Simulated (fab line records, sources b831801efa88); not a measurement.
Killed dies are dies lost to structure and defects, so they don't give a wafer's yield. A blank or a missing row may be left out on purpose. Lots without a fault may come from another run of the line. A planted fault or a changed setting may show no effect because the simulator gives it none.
fab line records | flow gf180mcu
record lots=11 wafers=33 last_day=34
route steps=602 shown M3@413 V3@445 M4@458
lots that met no fault: from a run of the same line without faults
start_h: hours from the record's first day to the start of the lot's first wafer shown | wait_h: hours since the lot's step before | " the same as in the row above | L1.1+2: a row that stands for several wafers | - no value, or no start given | * or withheld: withheld | < > ~ a bound
route shown NAME@n: a module of which the file shows steps, and the number in the route of the first | usual: mean/standard deviation of fault-free wafers | same: alike in all rows | chamber/n: place in a boat | sites: the reading at each site | _std_site: their standard deviation | _edge_site: outer sites' mean less inner sites' | radius_mm: how far each site lies from the wafer's centre | mask NAME#n: copy n | behind: the tool/chamber that last shaped the wafer | hold: why the lot was held/for how many hours/how that ended | device: the transistor (n, p or np) that didn't switch | end of line: the same wafers' tests at the end of the route | a step without rows: its recipe alone | killed: dies lost to structure and defects at the first sort, not the wafer's yield | map: a wafer's dies, x killed, . not, _ none there
set.NAME: the setting as run; set.NAME@STEP: as run at that earlier step | model.NAME: the simulator's own value behind a step, which no gauge read
steps of the route over a sample of lots; a table a step, a row a wafer
services: from which hour (start_h, from the record's first day; less than 0 if before it) a tool's chamber was out of use, for how many hours, and why
## steps
# step GF_M3_SPUTTER_04
# recipe material=TiN target_thk_nm=50 power_w=6500 time_s=41.7 chamber_pressure_pa=0.4
# usual throttle_valve_pct=30.5/1.1
# columns lot.wafer tool chamber start_h wait_h throttle_valve_pct
L667.1 pvd_sputter-02 - 484.92 0.0 29.9
L667.2 " - " " 30.4
L667.3 " - " " 28.3
L668.4 pvd_sputter-02 - 506.57 0.0 29.9
L668.5 " - " " 29.7
L668.6 " - " " 30.2
L669.2 pvd_sputter-04 - 510.94 0.0 32.0
L669.4 " - " " 30.6
L669.5 " - " " 30.6
L671.1 pvd_sputter-03 - 524.73 0.0 30.7
L671.4 " - " " 32.2
L671.5 " - " " 29.9
L672.4 pvd_sputter-02 - 530.66 0.0 30.5
L672.5 " - " " 30.4
L672.6 " - " " 28.2
L673.2 pvd_sputter-03 - 542.10 0.0 31.4
L673.3 " - " " 32.5
L673.4 " - " " 31.0
L679.2 pvd_sputter-03 - 588.62 0.0 30.9
L679.3 " - " " 31.3
L679.5 " - " " 31.2
L684.1 pvd_sputter-02 - 625.69 0.0 29.8
L684.4 " - " " 30.1
L684.6 " - " " 30.8
L687.3 pvd_sputter-04 - 648.95 0.0 30.8
L687.5 " - " " 29.9
L687.6 " - " " 31.0
L688.1 pvd_sputter-04 - 652.89 0.0 29.9
L688.5 " - " " 30.8
L688.6 " - " " 29.8
L689.2 pvd_sputter-03 - 657.18 0.0 32.3
L689.3 " - " " 30.2
L689.6 " - " " 29.9
# step GF_M3_METAL_ETCH_16
# recipe chemistry=Cl2/BCl3 mask_material=KrF target_depth_nm=750.8 stop_on=SiO2 pressure_mtorr=8 icp_w=800 bias_w=140 Cl2_flow_sccm=80 bcl3_flow_sccm=40 time_s=125.1
# usual bcl3_flow_sccm=40.03/0.1 drypump_motor_current_A=5.6/0.33 he_backside_leak_sccm=3.33/0.29 oes_product_au=0.991/0.0052 throttle_valve_pct=28.229/0.0094
# columns lot.wafer tool chamber start_h wait_h bcl3_flow_sccm drypump_motor_current_A he_backside_leak_sccm oes_product_au rf_hours_counter_h throttle_valve_pct
L667.1 rie_metal-01 1 509.44 0.0 39.97 5.3 2.91 0.986 4 28.218
L667.2 " 0 " " 39.85 6.1 3.14 0.994 5 28.220
L667.3 " 0 " " 39.75 6.1 3.54 0.995 - 28.212
L668.4 rie_metal-01 1 530.69 0.1 40.06 5.3 3.07 0.988 - 28.223
L668.5 " 0 " " 39.96 6.1 5.50 0.989 - 28.235
L668.6 " 1 " " 39.99 5.2 3.08 0.996 - 28.233
L669.2 rie_metal-02 0 534.23 0.0 40.11 5.9 3.14 0.992 2 28.234
L669.4 " 1 " " 40.12 5.3 3.22 0.997 - 28.221
L669.5 " 0 " " 39.99 5.9 3.17 0.993 - 28.230
L671.1 rie_metal-01 1 547.59 0.0 39.99 5.2 3.19 0.989 5 28.220
L671.4 " 0 " " 39.95 6.1 3.33 0.989 - 28.221
L671.5 " 1 " " 40.08 5.3 3.15 0.997 - 28.218
L672.4 rie_metal-02 1 553.44 0.1 39.96 5.3 3.60 0.986 - 28.229
L672.5 " 1 " " 39.90 5.3 3.54 0.988 - 28.220
L672.6 " 0 " " 39.92 5.9 3.12 0.994 - 28.229
L673.2 rie_metal-02 1 565.19 0.0 40.20 5.3 3.45 0.999 11 28.225
L673.3 " 1 " " 39.95 5.3 3.18 0.984 - 28.231
L673.4 " 0 " " 40.02 6.0 2.97 0.982 - 28.222
L679.2 rie_metal-01 1 610.14 0.0 40.04 5.2 3.10 0.994 8 28.224
L679.3 " 0 " " 40.00 6.1 3.36 0.998 - 28.225
L679.5 " 1 " " 39.97 5.2 3.10 0.993 - 28.231
L684.1 rie_metal-02 1 645.86 0.0 39.99 5.4 3.08 0.990 14 28.258
L684.4 " 0 " " 40.00 5.9 3.19 0.996 - 28.223
L684.6 " 1 " " 40.04 5.3 3.47 0.995 - 28.215
L687.3 rie_metal-02 1 668.43 0.1 40.05 5.3 3.54 0.991 - 28.230
L687.5 " 0 " " 40.05 5.9 3.20 0.985 - 28.221
L687.6 " 1 " " 40.02 5.3 3.29 0.984 - 28.226
L688.1 rie_metal-02 1 673.13 0.0 40.00 5.3 3.51 0.982 15 28.230
L688.5 " 0 " " 39.98 5.9 3.11 0.986 - 28.227
L688.6 " 1 " " 39.87 5.3 3.38 0.992 - 28.227
L689.2 rie_metal-01 0 677.39 0.0 40.04 6.1 3.36 0.985 11 28.226
L689.3 " 0 " " 40.26 6.1 3.39 0.994 - 28.224
L689.6 " 0 " " 40.12 6.1 3.44 0.986 - 28.238
# step GF_V3_ETCH_16
# recipe chemistry=N2/H2 target_depth_a=withheld overetch_a=withheld time_s=withheld target=BARC ion_energy_ev=200 source_w=500 bias_w=100 pressure_mtorr=30 n2_flow_sccm=100 h2_flow_sccm=200
# usual drypump_motor_current_A=5.81/0.25 oes_product_au=0.854/0.0044 throttle_valve_pct=13.224/0.0094
# columns lot.wafer tool chamber start_h wait_h drypump_motor_current_A oes_product_au throttle_valve_pct
L667.1 rie_diel-01 0 534.29 0.0 5.94 0.851 13.234
L667.2 " 3 " " 5.75 0.851 13.218
L667.3 " 1 " " 5.96 0.851 13.234
L668.4 rie_diel-04 3 554.74 0.0 5.74 0.846 13.241
L668.5 " 0 " " 6.01 0.849 13.232
L668.6 " 3 " " 5.71 0.858 13.235
L669.2 rie_diel-02 0 557.99 0.0 5.45 0.854 13.234
L669.4 " 1 " " 5.38 0.851 13.215
L669.5 " 3 " " 5.87 0.850 13.201
L671.1 rie_diel-02 2 571.29 0.0 5.92 0.853 13.218
L671.4 " 0 " " 5.45 0.851 13.230
L671.5 " 1 " " 5.37 0.855 13.233
L672.4 rie_diel-02 1 577.09 0.0 5.35 0.857 13.247
L672.5 " 1 " " 5.34 0.864 13.236
L672.6 " 0 " " 5.46 0.857 13.221
L673.2 rie_diel-02 2 588.09 0.0 5.94 0.859 13.225
L673.3 " 3 " " 5.90 0.860 13.234
L673.4 " 0 " " 5.45 0.859 13.222
L679.2 rie_diel-04 3 632.19 0.0 5.73 0.854 13.225
L679.3 " 1 " " 6.14 0.854 13.214
L679.5 " 2 " " 6.00 0.854 13.222
L684.1 rie_diel-04 1 667.29 0.0 6.19 0.856 13.227
L684.4 " 0 " " 6.03 0.853 13.210
L684.6 " 2 " " 6.00 0.852 13.239
L687.3 rie_diel-02 0 690.19 0.0 5.46 0.853 13.219
L687.5 " 0 " " 5.45 0.852 13.216
L687.6 " 1 " " 5.35 0.854 13.215
L688.1 rie_diel-04 1 693.99 0.0 6.17 0.843 13.232
L688.5 " 2 " " 6.02 0.851 13.223
L688.6 " 1 " " 6.22 0.855 13.229
L689.2 rie_diel-04 2 697.54 0.0 6.01 0.853 13.214
L689.3 " 3 " " 5.74 0.850 13.222
L689.6 " 0 " " 6.01 0.864 13.221
# step GF_M4_SPUTTER_02
# recipe material=AlCu target_thk_nm=450 power_w=10600 time_s=23.9 chamber_pressure_pa=0.4
# usual throttle_valve_pct=30.5/0.95
# columns lot.wafer tool chamber start_h wait_h throttle_valve_pct
L667.1 pvd_sputter-02 - 535.78 0.0 29.9
L667.2 " - " " 30.5
L667.3 " - " " 30.4
L668.4 pvd_sputter-01 - 556.32 0.0 29.8
L668.5 " - " " 31.2
L668.6 " - " " 30.8
L669.2 pvd_sputter-02 - 559.48 0.0 28.3
L669.4 " - " " 30.0
L669.5 " - " " 28.3
L671.1 pvd_sputter-03 - 572.81 0.0 31.2
L671.4 " - " " 30.2
L671.5 " - " " 31.4
L672.4 pvd_sputter-03 - 578.87 0.0 30.1
L672.5 " - " " 30.8
L672.6 " - " " 29.9
L673.2 pvd_sputter-03 - 589.58 0.0 29.7
L673.3 " - " " 32.2
L673.4 " - " " 30.9
L679.2 pvd_sputter-01 - 633.72 0.0 31.1
L679.3 " - " " 30.0
L679.5 " - " " 31.0
L684.1 pvd_sputter-03 - 668.78 0.0 32.1
L684.4 " - " " 31.1
L684.6 " - " " 32.3
L687.3 pvd_sputter-03 - 691.68 0.0 32.1
L687.5 " - " " 31.4
L687.6 " - " " 30.1
L688.1 pvd_sputter-03 - 695.48 0.0 32.3
L688.5 " - " " 29.8
L688.6 " - " " 30.7
L689.2 pvd_sputter-02 - 699.72 0.0 30.6
L689.3 " - " " 30.1
L689.6 " - " " 30.2
# step GF_M4_RS_MEAS_05
# recipe thk_meas_gauge=four-point-probe reads=TiN_of_M4_SPUTTER_04+Ti_of_M4_SPUTTER_03+AlCu_of_M4_SPUTTER_02+TiN_of_M4_SPUTTER_01+Ti_of_M4_SPUTTER_00
# usual M4_ALCU_RS=0.0698/0.0007
# columns lot.wafer tool chamber start_h wait_h M4_ALCU_RS[ohm/sq]
L667.1 film_metro-02 - 535.87 0.0 0.0695
L667.2 " - " " 0.0691
L667.3 " - " " 0.0692
L668.4 film_metro-01 - 556.47 0.1 0.0704
L668.5 " - " " 0.0703
L668.6 " - " " 0.0704
L669.2 film_metro-04 - 559.59 0.0 0.0701
L669.4 " - " " 0.0698
L669.5 " - " " 0.0696
L671.1 film_metro-04 - 572.90 0.0 0.0685
L671.4 " - " " 0.0692
L671.5 " - " " 0.0685
L672.4 film_metro-01 - 579.02 0.1 0.0713
L672.5 " - " " 0.0706
L672.6 " - " " 0.0705
L673.2 film_metro-02 - 589.69 0.0 0.0705
L673.3 " - " " 0.0703
L673.4 " - " " 0.0696
L679.2 film_metro-02 - 633.84 0.0 0.0695
L679.3 " - " " 0.0701
L679.5 " - " " 0.0648
L684.1 film_metro-04 - 668.87 0.0 0.0703
L684.4 " - " " 0.0699
L684.6 " - " " 0.0700
L687.3 film_metro-04 - 691.81 0.1 0.0697
L687.5 " - " " 0.0688
L687.6 " - " " 0.0694
L688.1 film_metro-04 - 695.57 0.0 0.0717
L688.5 " - " " 0.0707
L688.6 " - " " 0.0705
L689.2 film_metro-02 - 699.83 0.0 0.0705
L689.3 " - " " 0.0702
L689.6 " - " " 0.0705
# step GF_M4_THK_MEAS_06
# recipe thk_meas_gauge=xrf reads=AlCu_of_M4_SPUTTER_02
# usual M4_ALCU_THK=450/5.1
# columns lot.wafer tool chamber start_h wait_h M4_ALCU_THK[nm]
L667.1 film_metro-02 - 535.99 0.1 449
L667.2 " - " " 454
L667.3 " - " " 452
L668.4 film_metro-01 - 556.56 0.1 447
L668.5 " - " " 447
L668.6 " - " " 446
L669.2 film_metro-04 - 559.70 0.1 448
L669.4 " - " " 450
L669.5 " - " " 452
L671.1 film_metro-04 - 573.02 0.1 459
L671.4 " - " " 453
L671.5 " - " " 459
L672.4 film_metro-01 - 579.11 0.1 440
L672.5 " - " " 445
L672.6 " - " " 445
L673.2 film_metro-02 - 589.80 0.1 443
L673.3 " - " " 441
L673.4 " - " " 446
L679.2 film_metro-02 - 633.95 0.1 451
L679.3 " - " " 447
L679.5 " - " " 483
L684.1 film_metro-04 - 668.99 0.1 444
L684.4 " - " " 448
L684.6 " - " " 447
L687.3 film_metro-04 - 691.91 0.1 450
L687.5 " - " " 458
L687.6 " - " " 453
L688.1 film_metro-04 - 695.69 0.1 437
L688.5 " - " " 444
L688.6 " - " " 445
L689.2 film_metro-02 - 699.94 0.1 442
L689.3 " - " " 447
L689.6 " - " " 443
## services
# columns tool chamber start_h hours kind
rie_metal-02 - 461.49 0.2 repair
rie_metal-01 - 467.08 2.8 pm
rie_metal-02 - 479.91 1.4 repair
pvd_sputter-03 0 505.80 - consumable_replace:kit
pvd_sputter-03 0 505.80 18.0 scheduled_down
pvd_sputter-02 - 519.29 2.9 repair
rie_diel-04 - 525.67 4.3 pm
pvd_sputter-03 - 527.32 0.7 repair
rie_diel-01 2 529.49 6.1 repair
rie_diel-01 2 551.60 5.1 repair
rie_diel-04 - 567.37 14.6 pm
rie_metal-01 0 572.04 15.9 repair
rie_metal-02 1 577.55 2.9 repair
pvd_sputter-03 - 614.24 4.2 repair
pvd_sputter-03 - 619.59 3.2 repair
rie_diel-02 1 634.60 12.2 repair
pvd_sputter-01 - 639.64 1.7 repair
rie_metal-01 1 639.85 13.1 repair
rie_diel-01 3 640.70 1.8 repair
pvd_sputter-04 - 665.54 1.8 repair
rie_metal-02 - 674.68 4.0 pm
pvd_sputter-02 - 677.19 2.1 repair
rie_diel-01 2 679.71 2.0 repair
rie_diel-02 3 685.85 7.0 repair
## key
first_sign step=GF_M4_RS_MEAS_05 reading=M4_ALCU_RS direction=down sigmas=7.1 usual=0.0698 struck=0.0648
effect step=GF_M4_THK_MEAS_06 reading=M4_ALCU_THK direction=up sigmas=6.5 usual=450 struck=483
met_at GF_M4_SPUTTER_02
struck_lots L679
struck_wafers L679.5
not_acting_at GF_M3_SPUTTER_04,GF_M3_METAL_ETCH_16,GF_V3_ETCH_16
onset_between 556.32 633.72
fault kind=process_parameter_drift tool=pvd_sputter-01 chamber=- onset_h=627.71 steps=GF_M4_SPUTTER_02 channel=target_thk_nm offset=31.571 shape=step end_h=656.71 scope=struck_wafers_only acts_in=these_recipes_only stated=450
